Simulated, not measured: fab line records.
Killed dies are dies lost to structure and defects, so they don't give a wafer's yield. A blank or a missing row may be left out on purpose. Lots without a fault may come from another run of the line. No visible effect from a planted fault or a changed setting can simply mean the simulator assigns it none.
Split-lot trial    flow sky130    23 wafers read from 5 lots, route of 708 steps

== THE SPLIT ITSELF ==
At SKY_LOCAL_INTERCONNECT_METAL_ETCH_14 (etches TiN in Cl2/BCl3, stops on PSG, target depth 110 nm, time 31.4 s), the setting icp_w was moved away from the recipe's 900 W on 8 of the 23 wafers read, by +5.9% to +11.6%. The other wafers ran this setting at the recipe's value.

The split's own step is where the reading is taken.

== THE READING ==
KrF-thick_of_LOCAL_INTERCONNECT_COAT_06.thk_nm (the simulator's own value, which no gauge read), in nm, at SKY_LOCAL_INTERCONNECT_METAL_ETCH_14 (etches TiN in Cl2/BCl3, stops on PSG, target depth 110 nm, time 31.4 s). There is no usual value for it anywhere in the file. Average 346.9 nm, standard deviation 1.7 nm, over the 15 wafers here run with the recipe.

wafer   tool, chamber at the split  icp_w as run, W  against the recipe  KrF-thick_of_LOCAL_INTERCONNECT_COAT_06.thk_nm, nm  against lot-mates on the recipe
L074.1  rie_metal-02, 1             900              recipe              345.7                                               -
L074.3  rie_metal-02, 1             900              recipe              346.7                                               -
L074.4  rie_metal-02, 0             999.4            +11.0%              341.9                                               -3.6
L074.5  rie_metal-02, 1             999.4            +11.0%              341.1                                               -4.4
L074.6  rie_metal-02, 0             900              recipe              344                                                 -
L075.1  rie_metal-02, 0             900              recipe              348.1                                               -
L075.3  rie_metal-02, 0             900              recipe              347.3                                               -
L075.4  rie_metal-02, 0             900              recipe              346.8                                               -
L075.5  rie_metal-02, 0             900              recipe              347.1                                               -
L075.6  rie_metal-02, 0             900              recipe              347.7                                               -
L078.2  rie_metal-04, 1             1004             +11.6%              345.4                                               -4.3
L078.3  rie_metal-04, 1             900              recipe              350                                                 -
L078.4  rie_metal-04, 0             900              recipe              349.4                                               -
L078.5  rie_metal-04, 0             1004             +11.6%              344.7                                               -5.0
L078.6  rie_metal-04, 1             1004             +11.6%              346.1                                               -3.6
L079.1  rie_metal-03, 1             900              recipe              346.6                                               -
L079.2  rie_metal-03, 0             900              recipe              348.1                                               -
L079.3  rie_metal-03, 1             900              recipe              347.4                                               -
L081.2  rie_metal-02, 0             952.9            +5.9%               341.4                                               -3.0
L081.3  rie_metal-02, 0             900              recipe              344.1                                               -
L081.4  rie_metal-02, 1             900              recipe              344.6                                               -
L081.5  rie_metal-02, 1             952.9            +5.9%               343.4                                               -1.0
L081.6  rie_metal-02, 0             952.9            +5.9%               343.9                                               -0.5

FIT RESULTS
A straight line over all 23 wafers: KrF-thick_of_LOCAL_INTERCONNECT_COAT_06.thk_nm changes by -0.303 nm for each +1% of icp_w; r = -0.60; the points scatter about the line by 2 nm.
The same after taking each lot's own level away (the mean of its wafers on the recipe; 23 wafers): -0.356 nm for each +1%; r = -0.92; scatter 0.76 nm.
Per that fit: largest icp_w move, reading shift of 4.1 nm.
Measured against the standard deviation above, the lots' own levels, which go from 344.35 to 349.70 nm, span 3.2 times it.
So the lot-to-lot level blurs the effect unless lot-mates are compared.
Check: for one of the wafers moved furthest among these (+11.6%), held out of the fit, the line's prediction against its lot-mates is -4.01 nm. Against them it came out at -4.3 nm.

== ADDITIONAL SPLITS CARRIED BY THESE WAFERS ==
Note: prior to the reading, these wafers also went through further splits. Each is held against what the fit with the lots' levels taken away leaves over:
other split on the same wafers            wafers away from the commonest value  r with KrF-thick_of_LOCAL_INTERCONNECT_COAT_06.thk_nm (lot level and that fit taken away)
SKY_SD_N_IMPLANT_09 energy_kev            10                                    -0.25
SKY_LI_CONTACT_HDPCVD_00 time_s           6                                     -0.09
SKY_LI_CONTACT_SPUTTER_19 time_s          11                                    +0.13
SKY_LI_CONTACT_SPUTTER_20 time_s          5                                     -0.27
SKY_LOCAL_INTERCONNECT_EXPOSE_08 dose_mj  9                                     -0.10

== THE FILE'S OWN FIT ==
KrF-thick_of_LOCAL_INTERCONNECT_COAT_06.thk_nm changes by -0.353 nm for each +1% of icp_w, r = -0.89.
